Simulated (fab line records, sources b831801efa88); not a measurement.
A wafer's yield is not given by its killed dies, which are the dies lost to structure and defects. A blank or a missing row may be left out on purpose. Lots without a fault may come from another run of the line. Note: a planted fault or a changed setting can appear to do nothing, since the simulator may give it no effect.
A lot that was struck, set against a sound lot	flow sky130	15 steps out of a route of 708
Sound: the wafers L342.3, L342.4, L342.6. The struck wafers were L343.1, L343.5, L343.6. The cause is given at the end.
At each step with rows: each side's tool, then ch and its chambers, then its first start. Under that, the readings that differ: sound wafers	struck wafers	difference of the means	sigmas: that difference in standard deviations of wafers without a fault.
alike: words and numbers the same on both sides, and readings whose means are apart by under 2 such deviations; not compared: readings that were withheld, readings missing a value for some wafer, numbers with overlapping values and no deviation given by the record, and bounds like >300 which may hide the same value.
A row with sigmas, a row that says differs or no value, or rows on one side alone: a step with any of these is where the two part. Numbers that don't overlap but have no deviation are shown without sigmas and don't part them. Lack of a reading on every wafer of one side parts them only where that side has two or more wafers.

SKY_VT_ADJUST_HVTR_OVL_MEAS_08:
  sound on overlay-01, day 9 17:45; struck on overlay-01, day 10 01:48
  alike: VT_ADJUST_HVTR_OVL
then, 1 step without rows for these wafers: SKY_VT_ADJUST_HVTR_IMPLANT_09.
SKY_VT_ADJUST_HVTR_STRIP_10: strips in O2/N2.
  sound on plasma-asher-01 ch 0,1, day 9 17:58; struck on plasma-asher-02 ch 0,1, day 10 01:59
  alike: chamber-pressure-mTorr, drypump-motor-current-A, oes-product-au, strip-time-to-endpoint-s
  not compared: rf-hours-counter-h
SKY_VT_ADJUST_HVTR_TW_MEAS_11:
  sound on film-metro-02, day 9 18:03; struck on film-metro-02, day 10 02:05
  alike: VT_ADJUST_HVTR_TW
then, 7 steps without rows for these wafers: SKY_VT_ADJUST_PCH_DEHYDRATE_00 (time 60 s); SKY_VT_ADJUST_PCH_HMDS_01 (prime time 60 s); SKY_VT_ADJUST_PCH_COAT_02 (resist thk 3000 nm); SKY_VT_ADJUST_PCH_SOFTBAKE_03; SKY_VT_ADJUST_PCH_EXPOSE_04 (exposes mask NWM, target cd 840 nm); SKY_VT_ADJUST_PCH_PEB_05; SKY_VT_ADJUST_PCH_DEVELOP_06 (develop time 60 s).
SKY_VT_ADJUST_PCH_OVL_MEAS_07:
  sound on overlay-02, day 10 16:46; struck on overlay-02, day 10 23:27
  alike: VT_ADJUST_PCH_OVL
SKY_VT_ADJUST_PCH_IMPLANT_08:
  sound on implanter-04 ch 0, day 10 16:50; struck on implanter-04 ch 0, day 10 23:29
reading	sound	struck	difference	sigmas
dose-ions-cm2	4.994e+11 5.005e+11 4.991e+11	5.076e+11 5.079e+11 5.076e+11	+8.033e+09	+15
  alike: beam-on-s, end-station-pressure-torr
SKY_VT_ADJUST_PCH_STRIP_09: strips in O2/N2.
  sound on plasma-asher-04 ch 0,1, day 10 16:58; struck on plasma-asher-03 ch 0,1, day 10 23:38
  alike: chamber-pressure-mTorr, drypump-motor-current-A, oes-product-au, strip-time-to-endpoint-s
  not compared: rf-hours-counter-h
SKY_PAD_OPEN_PROBE_99:
  rows exist in the record for the sound wafers here (prober-01, day 46 01:31), none for the struck ones

WHERE THEY PART
Last at SKY_PAD_OPEN_PROBE_99 as far as this record goes, first at SKY_VT_ADJUST_PCH_IMPLANT_08.

WHY: what the simulator had put in
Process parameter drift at SKY_VT_ADJUST_PCH_IMPLANT_08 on implanter-04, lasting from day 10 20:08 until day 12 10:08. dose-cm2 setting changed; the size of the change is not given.
